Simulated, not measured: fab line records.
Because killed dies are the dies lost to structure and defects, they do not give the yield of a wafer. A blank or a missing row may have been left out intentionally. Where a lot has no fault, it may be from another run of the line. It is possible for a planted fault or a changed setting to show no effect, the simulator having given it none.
Which tool was responsible? / flow gf180mcu / 45 wafers from 15 lots sampled at 4 of the route's 602 steps

== WHAT THE GAUGES SHOWED, per wafer ==
The record holds no reading of a measuring or inspecting step that can be judged against a usual standard deviation.

== WHICH TOOL RAN EACH LOT (tool, then ch and the chambers of the sampled wafers, then the start) ==
lot=L557; GF_NWELL_STRIP_10=plasma_asher-03 ch 0,1, day 3 06:58; GF_VT_IMPLANT_STRIP_20=plasma_asher-04 ch 0,1, day 6 06:28; GF_HV_LDD_DEVELOP_06=litho_track-04 ch 0, day 10 07:56; GF_HV_LDD_STRIP_37=plasma_asher-01 ch 0,1, day 11 20:53
lot=L558; GF_NWELL_STRIP_10=plasma_asher-03 ch 0,1, day 3 13:25; GF_VT_IMPLANT_STRIP_20=plasma_asher-03 ch 0,1, day 6 13:07; GF_HV_LDD_DEVELOP_06=litho_track-04 ch 0, day 10 17:46; GF_HV_LDD_STRIP_37=plasma_asher-04 ch 0,1, day 12 07:03
lot=L560; GF_NWELL_STRIP_10=plasma_asher-01 ch 1, day 4 00:37; GF_VT_IMPLANT_STRIP_20=plasma_asher-04 ch 0, day 7 03:10; GF_HV_LDD_DEVELOP_06=litho_track-02 ch 0, day 11 07:07; GF_HV_LDD_STRIP_37=plasma_asher-04 ch 0,1, day 12 20:12
lot=L566; GF_NWELL_STRIP_10=plasma_asher-01 ch 0,1, day 5 09:49; GF_VT_IMPLANT_STRIP_20=plasma_asher-03 ch 0,1, day 8 16:57; GF_HV_LDD_DEVELOP_06=litho_track-02, day 13 02:30; GF_HV_LDD_STRIP_37=plasma_asher-04 ch 0,1, day 14 20:32
lot=L567; GF_NWELL_STRIP_10=plasma_asher-03 ch 0,1, day 5 14:52; GF_VT_IMPLANT_STRIP_20=plasma_asher-01 ch 0,1, day 8 21:47; GF_HV_LDD_DEVELOP_06=litho_track-03, day 13 02:20; GF_HV_LDD_STRIP_37=plasma_asher-01 ch 0,1, day 14 20:13
lot=L568; GF_NWELL_STRIP_10=plasma_asher-03 ch 0,1, day 5 20:05; GF_VT_IMPLANT_STRIP_20=plasma_asher-03 ch 0,1, day 9 03:31; GF_HV_LDD_DEVELOP_06=litho_track-02, day 13 15:00; GF_HV_LDD_STRIP_37=plasma_asher-02 ch 0,1, day 15 09:09
lot=L569; GF_NWELL_STRIP_10=plasma_asher-04 ch 0,1, day 6 02:02; GF_VT_IMPLANT_STRIP_20=plasma_asher-03 ch 0,1, day 9 08:14; GF_HV_LDD_DEVELOP_06=litho_track-02 ch 0, day 13 15:20; GF_HV_LDD_STRIP_37=plasma_asher-01 ch 0,1, day 15 09:48
lot=L570; GF_NWELL_STRIP_10=plasma_asher-01 ch 0,1, day 6 10:20; GF_VT_IMPLANT_STRIP_20=plasma_asher-03 ch 0,1, day 9 17:59; GF_HV_LDD_DEVELOP_06=litho_track-03 ch 0, day 14 10:26; GF_HV_LDD_STRIP_37=plasma_asher-01 ch 0,1, day 16 07:20
lot=L571; GF_NWELL_STRIP_10=plasma_asher-04 ch 0,1, day 6 12:58; GF_VT_IMPLANT_STRIP_20=plasma_asher-01 ch 0,1, day 9 20:10; GF_HV_LDD_DEVELOP_06=litho_track-02 ch 0, day 14 10:36; GF_HV_LDD_STRIP_37=plasma_asher-01 ch 0,1, day 16 07:31
lot=L572; GF_NWELL_STRIP_10=plasma_asher-03 ch 0,1, day 6 18:15; GF_VT_IMPLANT_STRIP_20=plasma_asher-03 ch 0,1, day 10 03:19; GF_HV_LDD_DEVELOP_06=litho_track-04 ch 0, day 14 21:44; GF_HV_LDD_STRIP_37=plasma_asher-02 ch 0,1, day 16 19:35
lot=L573; GF_NWELL_STRIP_10=plasma_asher-04 ch 0,1, day 6 23:28; GF_VT_IMPLANT_STRIP_20=plasma_asher-01 ch 0,1, day 10 09:07; GF_HV_LDD_DEVELOP_06=litho_track-04 ch 0, day 14 22:40; GF_HV_LDD_STRIP_37=plasma_asher-02 ch 0,1, day 16 20:02
lot=L575; GF_NWELL_STRIP_10=plasma_asher-01 ch 0,1, day 7 09:57; GF_VT_IMPLANT_STRIP_20=plasma_asher-04 ch 0,1, day 10 20:15; GF_HV_LDD_DEVELOP_06=litho_track-03 ch 0, day 15 11:59; GF_HV_LDD_STRIP_37=plasma_asher-01 ch 0,1, day 17 10:49
lot=L576; GF_NWELL_STRIP_10=plasma_asher-03 ch 0,1, day 7 15:40; GF_VT_IMPLANT_STRIP_20=plasma_asher-01 ch 0,1, day 11 02:55; GF_HV_LDD_DEVELOP_06=litho_track-04 ch 0, day 15 20:38; GF_HV_LDD_STRIP_37=plasma_asher-04 ch 0,1, day 17 19:22
lot=L578; GF_NWELL_STRIP_10=plasma_asher-04 ch 0,1, day 8 04:16; GF_VT_IMPLANT_STRIP_20=plasma_asher-01 ch 0,1, day 11 15:07; GF_HV_LDD_DEVELOP_06=litho_track-04 ch 0, day 16 06:35; GF_HV_LDD_STRIP_37=plasma_asher-02 ch 0,1, day 18 04:39
lot=L580; GF_NWELL_STRIP_10=plasma_asher-01 ch 0,1, day 8 13:05; GF_VT_IMPLANT_STRIP_20=plasma_asher-01 ch 0,1, day 12 03:10; GF_HV_LDD_DEVELOP_06=litho_track-03 ch 0, day 16 17:22; GF_HV_LDD_STRIP_37=plasma_asher-01 ch 0,1, day 18 16:13
- GF_NWELL_STRIP_10: strips in O2/N2.
- GF_VT_IMPLANT_STRIP_20: strips in O2/N2.
- GF_HV_LDD_DEVELOP_06: develop time 60 s.
- GF_HV_LDD_STRIP_37: strips in O2/N2.

== AS READ BY THE TOOLS THEMSELVES (means over the sampled wafers that have a number; for cases with no such wafer, the mark the record gives instead) ==
GF_NWELL_STRIP_10. Usual: drypump_motor_current_A 5.9 A, standard deviation 0.43; heater_power_w 306 W, standard deviation 17; oes_product_au 0.723 a.u., standard deviation 0.0042; strip_time_to_endpoint_s 36.98 s, standard deviation 0.11.
lot=L557; tool=plasma_asher-03; drypump_motor_current_A (A)=6.2; heater_power_w (W)=319; oes_product_au (a.u.)=0.724; strip_time_to_endpoint_s (s)=36.96; flag=
lot=L558; tool=plasma_asher-03; drypump_motor_current_A (A)=6.2; heater_power_w (W)=319; oes_product_au (a.u.)=0.720; strip_time_to_endpoint_s (s)=37.10; flag=
lot=L560; tool=plasma_asher-01; drypump_motor_current_A (A)=5.3; heater_power_w (W)=309; oes_product_au (a.u.)=0.721; strip_time_to_endpoint_s (s)=36.92; flag=
lot=L566; tool=plasma_asher-01; drypump_motor_current_A (A)=5.4; heater_power_w (W)=306; oes_product_au (a.u.)=0.718; strip_time_to_endpoint_s (s)=36.79; flag=
lot=L567; tool=plasma_asher-03; drypump_motor_current_A (A)=6.2; heater_power_w (W)=316; oes_product_au (a.u.)=0.722; strip_time_to_endpoint_s (s)=37.02; flag=
lot=L568; tool=plasma_asher-03; drypump_motor_current_A (A)=6.2; heater_power_w (W)=315; oes_product_au (a.u.)=0.726; strip_time_to_endpoint_s (s)=37.05; flag=
lot=L569; tool=plasma_asher-04; drypump_motor_current_A (A)=6.2; heater_power_w (W)=288; oes_product_au (a.u.)=0.722; strip_time_to_endpoint_s (s)=37.04; flag=
lot=L570; tool=plasma_asher-01; drypump_motor_current_A (A)=5.4; heater_power_w (W)=307; oes_product_au (a.u.)=0.719; strip_time_to_endpoint_s (s)=36.93; flag=
lot=L571; tool=plasma_asher-04; drypump_motor_current_A (A)=6.0; heater_power_w (W)=304; oes_product_au (a.u.)=0.723; strip_time_to_endpoint_s (s)=37.05; flag=
lot=L572; tool=plasma_asher-03; drypump_motor_current_A (A)=5.9; heater_power_w (W)=316; oes_product_au (a.u.)=0.722; strip_time_to_endpoint_s (s)=37.07; flag=
lot=L573; tool=plasma_asher-04; drypump_motor_current_A (A)=5.9; heater_power_w (W)=303; oes_product_au (a.u.)=0.720; strip_time_to_endpoint_s (s)=37.04; flag=
lot=L575; tool=plasma_asher-01; drypump_motor_current_A (A)=5.4; heater_power_w (W)=306; oes_product_au (a.u.)=0.725; strip_time_to_endpoint_s (s)=36.91; flag=
lot=L576; tool=plasma_asher-03; drypump_motor_current_A (A)=6.0; heater_power_w (W)=314; oes_product_au (a.u.)=0.726; strip_time_to_endpoint_s (s)=37.09; flag=
lot=L578; tool=plasma_asher-04; drypump_motor_current_A (A)=6.2; heater_power_w (W)=285; oes_product_au (a.u.)=0.727; strip_time_to_endpoint_s (s)=37.00; flag=
lot=L580; tool=plasma_asher-01; drypump_motor_current_A (A)=5.4; heater_power_w (W)=302; oes_product_au (a.u.)=0.722; strip_time_to_endpoint_s (s)=37.07; flag=

GF_VT_IMPLANT_STRIP_20. Usual: drypump_motor_current_A 5.9 A, standard deviation 0.43; heater_power_w 307 W, standard deviation 17; oes_product_au 0.716 a.u., standard deviation 0.0047; strip_time_to_endpoint_s 12.648 s, standard deviation 0.03.
lot=L557; tool=plasma_asher-04; drypump_motor_current_A (A)=6.2; heater_power_w (W)=288; oes_product_au (a.u.)=0.715; strip_time_to_endpoint_s (s)=12.645; flag=
lot=L558; tool=plasma_asher-03; drypump_motor_current_A (A)=6.2; heater_power_w (W)=313; oes_product_au (a.u.)=0.712; strip_time_to_endpoint_s (s)=12.688; flag=
lot=L560; tool=plasma_asher-04; drypump_motor_current_A (A)=6.5; heater_power_w (W)=270; oes_product_au (a.u.)=0.713; strip_time_to_endpoint_s (s)=12.608; flag=
lot=L566; tool=plasma_asher-03; drypump_motor_current_A (A)=6.0; heater_power_w (W)=319; oes_product_au (a.u.)=0.718; strip_time_to_endpoint_s (s)=12.633; flag=
lot=L567; tool=plasma_asher-01; drypump_motor_current_A (A)=5.4; heater_power_w (W)=306; oes_product_au (a.u.)=0.716; strip_time_to_endpoint_s (s)=12.638; flag=
lot=L568; tool=plasma_asher-03; drypump_motor_current_A (A)=5.9; heater_power_w (W)=312; oes_product_au (a.u.)=0.714; strip_time_to_endpoint_s (s)=12.636; flag=
lot=L569; tool=plasma_asher-03; drypump_motor_current_A (A)=5.9; heater_power_w (W)=316; oes_product_au (a.u.)=0.713; strip_time_to_endpoint_s (s)=12.661; flag=
lot=L570; tool=plasma_asher-03; drypump_motor_current_A (A)=6.0; heater_power_w (W)=311; oes_product_au (a.u.)=0.713; strip_time_to_endpoint_s (s)=12.583; flag=
lot=L571; tool=plasma_asher-01; drypump_motor_current_A (A)=5.4; heater_power_w (W)=304; oes_product_au (a.u.)=0.714; strip_time_to_endpoint_s (s)=12.664; flag=
lot=L572; tool=plasma_asher-03; drypump_motor_current_A (A)=6.0; heater_power_w (W)=315; oes_product_au (a.u.)=0.720; strip_time_to_endpoint_s (s)=12.655; flag=
lot=L573; tool=plasma_asher-01; drypump_motor_current_A (A)=5.5; heater_power_w (W)=298; oes_product_au (a.u.)=0.713; strip_time_to_endpoint_s (s)=12.659; flag=
lot=L575; tool=plasma_asher-04; drypump_motor_current_A (A)=6.0; heater_power_w (W)=303; oes_product_au (a.u.)=0.713; strip_time_to_endpoint_s (s)=12.678; flag=
lot=L576; tool=plasma_asher-01; drypump_motor_current_A (A)=5.5; heater_power_w (W)=309; oes_product_au (a.u.)=0.717; strip_time_to_endpoint_s (s)=12.660; flag=
lot=L578; tool=plasma_asher-01; drypump_motor_current_A (A)=5.4; heater_power_w (W)=309; oes_product_au (a.u.)=0.720; strip_time_to_endpoint_s (s)=12.642; flag=
lot=L580; tool=plasma_asher-01; drypump_motor_current_A (A)=5.4; heater_power_w (W)=302; oes_product_au (a.u.)=0.716; strip_time_to_endpoint_s (s)=12.649; flag=

GF_HV_LDD_DEVELOP_06. Usual: chill_plate_temp_C at 23.00 C, with a standard deviation of 0.1.
lot=L557; tool=litho_track-04; chill_plate_temp_C (C)=22.98; flag=
lot=L558; tool=litho_track-04; chill_plate_temp_C (C)=22.97; flag=
lot=L560; tool=litho_track-02; chill_plate_temp_C (C)=23.00; flag=
lot=L566; tool=litho_track-02; chill_plate_temp_C (C)=-; flag=OFF
lot=L567; tool=litho_track-03; chill_plate_temp_C (C)=-; flag=OFF
lot=L568; tool=litho_track-02; chill_plate_temp_C (C)=-; flag=OFF
lot=L569; tool=litho_track-02; chill_plate_temp_C (C)=23.09; flag=
lot=L570; tool=litho_track-03; chill_plate_temp_C (C)=22.96; flag=
lot=L571; tool=litho_track-02; chill_plate_temp_C (C)=23.00; flag=
lot=L572; tool=litho_track-04; chill_plate_temp_C (C)=23.10; flag=
lot=L573; tool=litho_track-04; chill_plate_temp_C (C)=23.08; flag=
lot=L575; tool=litho_track-03; chill_plate_temp_C (C)=23.08; flag=
lot=L576; tool=litho_track-04; chill_plate_temp_C (C)=22.97; flag=
lot=L578; tool=litho_track-04; chill_plate_temp_C (C)=22.92; flag=
lot=L580; tool=litho_track-03; chill_plate_temp_C (C)=22.95; flag=

GF_HV_LDD_STRIP_37. Usual: drypump_motor_current_A 5.7 A, standard deviation 0.33; heater_power_w 318 W, standard deviation 30; oes_product_au 0.716 a.u., standard deviation 0.0047; strip_time_to_endpoint_s 12.64 s, standard deviation 0.035.
lot=L557; tool=plasma_asher-01; drypump_motor_current_A (A)=5.5; heater_power_w (W)=299; oes_product_au (a.u.)=0.716; strip_time_to_endpoint_s (s)=12.68; flag=
lot=L558; tool=plasma_asher-04; drypump_motor_current_A (A)=6.2; heater_power_w (W)=285; oes_product_au (a.u.)=0.713; strip_time_to_endpoint_s (s)=12.61; flag=
lot=L560; tool=plasma_asher-04; drypump_motor_current_A (A)=6.0; heater_power_w (W)=305; oes_product_au (a.u.)=0.716; strip_time_to_endpoint_s (s)=12.63; flag=
lot=L566; tool=plasma_asher-04; drypump_motor_current_A (A)=6.2; heater_power_w (W)=291; oes_product_au (a.u.)=0.711; strip_time_to_endpoint_s (s)=12.64; flag=
lot=L567; tool=plasma_asher-01; drypump_motor_current_A (A)=5.5; heater_power_w (W)=298; oes_product_au (a.u.)=0.720; strip_time_to_endpoint_s (s)=12.65; flag=
lot=L568; tool=plasma_asher-02; drypump_motor_current_A (A)=5.6; heater_power_w (W)=360; oes_product_au (a.u.)=0.712; strip_time_to_endpoint_s (s)=12.64; flag=
lot=L569; tool=plasma_asher-01; drypump_motor_current_A (A)=5.4; heater_power_w (W)=303; oes_product_au (a.u.)=0.718; strip_time_to_endpoint_s (s)=12.65; flag=
lot=L570; tool=plasma_asher-01; drypump_motor_current_A (A)=5.4; heater_power_w (W)=306; oes_product_au (a.u.)=0.714; strip_time_to_endpoint_s (s)=12.63; flag=
lot=L571; tool=plasma_asher-01; drypump_motor_current_A (A)=5.5; heater_power_w (W)=302; oes_product_au (a.u.)=0.718; strip_time_to_endpoint_s (s)=12.65; flag=
lot=L572; tool=plasma_asher-02; drypump_motor_current_A (A)=5.6; heater_power_w (W)=345; oes_product_au (a.u.)=0.715; strip_time_to_endpoint_s (s)=12.64; flag=
lot=L573; tool=plasma_asher-02; drypump_motor_current_A (A)=5.6; heater_power_w (W)=361; oes_product_au (a.u.)=0.720; strip_time_to_endpoint_s (s)=12.62; flag=
lot=L575; tool=plasma_asher-01; drypump_motor_current_A (A)=5.4; heater_power_w (W)=307; oes_product_au (a.u.)=0.715; strip_time_to_endpoint_s (s)=12.62; flag=
lot=L576; tool=plasma_asher-04; drypump_motor_current_A (A)=6.0; heater_power_w (W)=302; oes_product_au (a.u.)=0.715; strip_time_to_endpoint_s (s)=12.66; flag=
lot=L578; tool=plasma_asher-02; drypump_motor_current_A (A)=5.6; heater_power_w (W)=349; oes_product_au (a.u.)=0.712; strip_time_to_endpoint_s (s)=12.67; flag=
lot=L580; tool=plasma_asher-01; drypump_motor_current_A (A)=5.4; heater_power_w (W)=305; oes_product_au (a.u.)=0.717; strip_time_to_endpoint_s (s)=12.61; flag=

== THE ANSWER, worked out from the rows above alone ==
Rule: a lot is off if the mean of its wafers that have a number lies more than 3 standard deviations from the usual mean. A lot without any number at a reading at which 4 lots or more have one is off too. Any other lot the step has rows for is counted as sound. First the gauges in route order, then the tools' own readings, where a lot's mean is used as printed above. The first step at which some lot is off is used, and at that step the reading that is off furthest; a lot without a number counts as furthest.
Off: L566, L567, L568, at GF_HV_LDD_DEVELOP_06 (chill_plate_temp_C). Without a number there: L566, L567, L568.
If a tool, at that step or one of the process steps before it, ran each lot that is off and ran no sound lot following the first of them, it fits. None of those tried fits.

== WHAT THE SIMULATOR HAD INSERTED ==
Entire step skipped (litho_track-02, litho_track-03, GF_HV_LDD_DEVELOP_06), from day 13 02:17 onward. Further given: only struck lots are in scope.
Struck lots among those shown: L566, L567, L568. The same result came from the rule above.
